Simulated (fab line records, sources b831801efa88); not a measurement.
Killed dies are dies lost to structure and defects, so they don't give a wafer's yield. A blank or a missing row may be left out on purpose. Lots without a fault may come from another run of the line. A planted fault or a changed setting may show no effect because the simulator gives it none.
Chamber matching | flow gf180mcu | GF_V4_CMP_26 on cmp-02: 4 sister chambers
The step polishes, stops on SiO2, t overpolish 15 s, target thk 0 nm. 8 wafers are shown with their chamber, then 12 later ones without.

WAFERS WITH THEIR CHAMBER
wafer  | chamber | motor_current_A (A) | retaining_ring_pressure_frac
L078.4 | 1       | 11.4                | 1.005
L079.4 | 0       | 10.9                | 1.001
L080.5 | 1       | 11.1                | 1.000
L081.1 | 3       | 13.1                | 1.002
L081.3 | 0       | 10.5                | 0.997
L082.3 | 2       | 10.5                | 0.999
L082.5 | 2       | 10.7                | 1.003
L082.6 | 3       | 12.5                | 0.997

WAFERS WITHOUT THEIR CHAMBER
wafer  | motor_current_A (A) | retaining_ring_pressure_frac
L084.4 | 10.5                | 0.990
L084.5 | 12.8                | 1.001
L084.6 | 11.0                | 0.998
L088.3 | 10.4                | 1.003
L088.4 | 13.2                | 1.001
L088.5 | 11.0                | 0.991
L090.4 | 13.1                | 1.009
L090.5 | 13.0                | 1.000
L090.6 | 10.8                | 0.993
L093.1 | 11.5                | 1.002
L093.2 | 11.0                | 0.999
L093.4 | 11.4                | 0.997

WHICH CHAMBER EACH WENT THROUGH
wafer  | from the rows above          | in truth
L084.4 | can't be placed: 0 or 2 or 1 | 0
L084.5 | 3                            | 3
L084.6 | can't be placed: 0 or 1 or 2 | 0
L088.3 | can't be placed: 2 or 0      | 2
L088.4 | 3                            | 3
L088.5 | can't be placed: 0 or 2 or 1 | 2
L090.4 | 3                            | 3
L090.5 | 3                            | 3
L090.6 | can't be placed: 0 or 2 or 1 | 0
L093.1 | 1                            | 1
L093.2 | can't be placed: 0 or 1 or 2 | 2
L093.4 | can't be placed: 1 or 0 or 2 | 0
Placed correctly: 5 of 12. Can't be placed from these rows: 7 (the true chamber is among the candidates in 7). Placed wrongly: 0.
How it was worked out, from the rows above alone: a wafer's distance from a chamber is the root of the sum, over the readings, of the square of ((its reading less the chamber's mean) divided by the reading's scatter). The wafer belongs to the nearest chamber; if the next one is less than 2 further off, it can't be placed. A chamber's mean is the mean of its shown wafers. The scatter: the root of (the sum of the squares of (reading less its chamber's mean) over the shown wafers, divided by (wafers less chambers)).
